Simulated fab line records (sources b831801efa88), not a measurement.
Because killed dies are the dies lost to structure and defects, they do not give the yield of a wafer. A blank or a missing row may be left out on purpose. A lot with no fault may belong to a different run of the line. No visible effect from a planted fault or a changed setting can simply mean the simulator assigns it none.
Which tool is to blame? | flow gf180mcu | Sampling: 13 lots, 39 wafers, 5 of 602 route steps

## WHAT THE GAUGES READ, wafer by wafer
GF_M2_THK_MEAS_06: measures by xrf. Usual: M2_ALCU_THK gives 445 nm (standard deviation 6).
lot  | measured     | on            | M2_ALCU_THK (nm) | flag
L844 | day 18 14:29 | film_metro-02 | 446 446 452      |
L845 | day 19 02:47 | film_metro-03 | 448 434 439      |
L847 | day 19 16:24 | film_metro-02 | 449 453 459      |
L848 | day 20 02:52 | film_metro-04 | 454 446 446      |
L849 | day 20 14:35 | film_metro-03 | 446 451 437      |
L851 | day 21 05:20 | film_metro-04 | 450 446 443      |
L850 | day 21 06:58 | film_metro-03 | 442 437 446      |
L852 | day 21 14:38 | film_metro-03 | 444 441 441      |
L853 | day 22 03:10 | film_metro-02 | 435 450 455      |
L854 | day 22 15:21 | film_metro-02 | 456 434 447      |
L855 | day 22 21:04 | film_metro-02 | 434 431 437      |
L859 | day 23 19:55 | film_metro-02 | 452 451 450      |
L866 | day 26 04:26 | film_metro-04 | 447 445 440      |

GF_M2_OVL_MEAS_15. Usual: M2_OVL gives 2 nm (standard deviation 4.8).
lot  | measured     | on         | M2_OVL (nm) | flag
L844 | day 19 14:14 | overlay-02 | -3 -1 0     |
L845 | day 20 02:26 | overlay-01 | 3 -1 4      |
L847 | day 20 16:50 | overlay-02 | 5 -3 -7     |
L848 | day 21 02:26 | overlay-02 | 7 -1 1      |
L849 | day 21 13:59 | overlay-02 | 1 4 -4      |
L851 | day 22 05:05 | overlay-01 | 3 6 6       |
L850 | day 22 06:43 | overlay-01 | -12 -4 -1   |
L852 | day 22 14:16 | overlay-02 | -1 -2 2     |
L853 | day 23 02:47 | overlay-01 | -4 -4 -6    |
L854 | day 23 14:47 | overlay-01 | 11 6 10     |
L855 | day 23 19:50 | overlay-01 | 5 8 3       |
L859 | day 24 17:53 | overlay-02 | 0 6 3       |
L866 | day 27 00:59 | overlay-01 | 0 1 4       |

GF_V2_CD_MEAS_14: the cd target is 260 nm. Usual: 260.0 nm for cd_nm, sd 1.3.
lot  | measured     | on        | cd_nm (nm)        | flag
L844 | day 20 15:34 | cd_sem-01 | 259.8 260.3 260.1 |
L845 | day 21 03:45 | cd_sem-02 | 260.4 260.0 259.4 |
L847 | day 21 18:04 | cd_sem-02 | 262.7 261.7 261.4 |
L848 | day 22 02:42 | cd_sem-01 | 259.9 258.9 259.1 |
L849 | day 22 15:10 | cd_sem-01 | 259.6 259.6 259.5 |
L851 | day 23 06:19 | cd_sem-01 | 261.1 260.3 261.2 |
L850 | day 23 07:33 | cd_sem-02 | 260.7 261.7 260.6 |
L852 | day 23 15:36 | cd_sem-02 | 260.2 259.6 262.0 |
L853 | day 24 02:40 | cd_sem-02 | 257.3 259.0 257.1 |
L854 | day 24 14:11 | cd_sem-01 | 259.2 259.7 260.3 |
L855 | day 24 19:21 | cd_sem-02 | 262.7 259.2 260.6 |
L859 | day 25 16:55 | cd_sem-01 | 265.1 262.0 265.3 | OFF
L866 | day 27 22:29 | cd_sem-02 | 259.7 259.5 259.4 |

## TOOL THAT RAN EACH LOT (tool first, then ch and the chambers of the sampled wafers, then the start)
lot  | GF_M2_METAL_ETCH_16               | GF_V2_EXPOSE_11
L844 | rie_metal-04 ch 0,1, day 19 14:16 | krf_scanner-02 ch 0, day 20 03:58
L845 | rie_metal-01 ch 0,1, day 20 02:30 | krf_scanner-02 ch 0, day 20 15:43
L847 | rie_metal-01 ch 0,1, day 20 16:52 | krf_scanner-01 ch 0, day 21 06:30
L848 | rie_metal-04 ch 0,1, day 21 02:28 | krf_scanner-01 ch 0, day 21 15:07
L849 | rie_metal-04 ch 0,1, day 21 14:01 | krf_scanner-02 ch 0, day 22 03:35
L851 | rie_metal-02 ch 0,1, day 22 05:07 | krf_scanner-02 ch 0, day 22 18:29
L850 | rie_metal-01 ch 0,1, day 22 06:46 | krf_scanner-02 ch 0, day 22 20:25
L852 | rie_metal-04 ch 0,1, day 22 14:19 | krf_scanner-02 ch 0, day 23 04:09
L853 | rie_metal-01 ch 0, day 23 02:49   | krf_scanner-02 ch 0, day 23 15:32
L854 | rie_metal-01 ch 1, day 23 14:49   | krf_scanner-02 ch 0, day 24 03:24
L855 | rie_metal-01 ch 0,1, day 23 19:52 | krf_scanner-01 ch 0, day 24 08:23
L859 | rie_metal-04 ch 0,1, day 24 17:55 | krf_scanner-01 ch 0, day 25 06:17
L866 | rie_metal-01 ch 0, day 27 01:06   | krf_scanner-02 ch 0, day 27 12:50
- GF_M2_METAL_ETCH_16: etches the open film in Cl2/BCl3, stops on SiO2, target depth 750.8 nm, time 125.1 s.
- GF_V2_EXPOSE_11: exposes mask Via2, target cd 260 nm.

## WHAT THE TOOLS THEMSELVES READ (means of the sampled wafers that have a number; where no wafer has one, the mark that the record gives instead)
GF_M2_METAL_ETCH_16. Usual: drypump_motor_current_A 5.8 A, standard deviation 0.4; oes_product_au 0.990 a.u., standard deviation 0.0071; throttle_valve_pct 28.230 %, standard deviation 0.01.
lot  | tool         | drypump_motor_current_A (A) | oes_product_au (a.u.) | throttle_valve_pct (%) | flag
L844 | rie_metal-04 | 5.9                         | 1.000                 | 28.222                 |
L845 | rie_metal-01 | 6.1                         | 0.989                 | 28.227                 |
L847 | rie_metal-01 | 6.1                         | 0.988                 | 28.239                 |
L848 | rie_metal-04 | 5.7                         | 0.988                 | 28.227                 |
L849 | rie_metal-04 | 5.8                         | 0.989                 | 28.224                 |
L851 | rie_metal-02 | 6.0                         | 0.990                 | 28.232                 |
L850 | rie_metal-01 | 5.7                         | 0.990                 | 28.237                 |
L852 | rie_metal-04 | 5.9                         | 0.995                 | 28.217                 |
L853 | rie_metal-01 | 5.4                         | 0.983                 | 28.237                 |
L854 | rie_metal-01 | 6.5                         | 0.992                 | 28.232                 |
L855 | rie_metal-01 | 5.8                         | 0.981                 | 28.231                 |
L859 | rie_metal-04 | 5.9                         | 0.991                 | 28.225                 |
L866 | rie_metal-01 | 5.3                         | 0.982                 | 28.233                 |

## THE ANSWER, worked out from the rows above alone
Rule: lot off if the mean of its wafers having a number is beyond 3 standard deviations from the usual mean. Also off: a lot with no number at a reading for which 4 or more lots have one. Any other lot the step has rows for is counted as sound. Order of review: gauges by route order, followed by the tools' own readings, for which a lot's mean as printed above is used. At the first step where some lot is off, the reading lying furthest off is the one used; lots without a number count as furthest.
Off at GF_V2_CD_MEAS_14 (cd_nm): L859.
If a tool, at a process step before that reading, ran all the lots that are off and no sound lot after the first of them, it fits. Gauges at GF_V2_CD_MEAS_14: tried the same way as those tools. Can't be told from this: 3 tools fit, rie_metal-04 at GF_M2_METAL_ETCH_16, krf_scanner-01 at GF_V2_EXPOSE_11, cd_sem-01 at GF_V2_CD_MEAS_14.

## WHAT THE SIMULATOR HAD INSERTED
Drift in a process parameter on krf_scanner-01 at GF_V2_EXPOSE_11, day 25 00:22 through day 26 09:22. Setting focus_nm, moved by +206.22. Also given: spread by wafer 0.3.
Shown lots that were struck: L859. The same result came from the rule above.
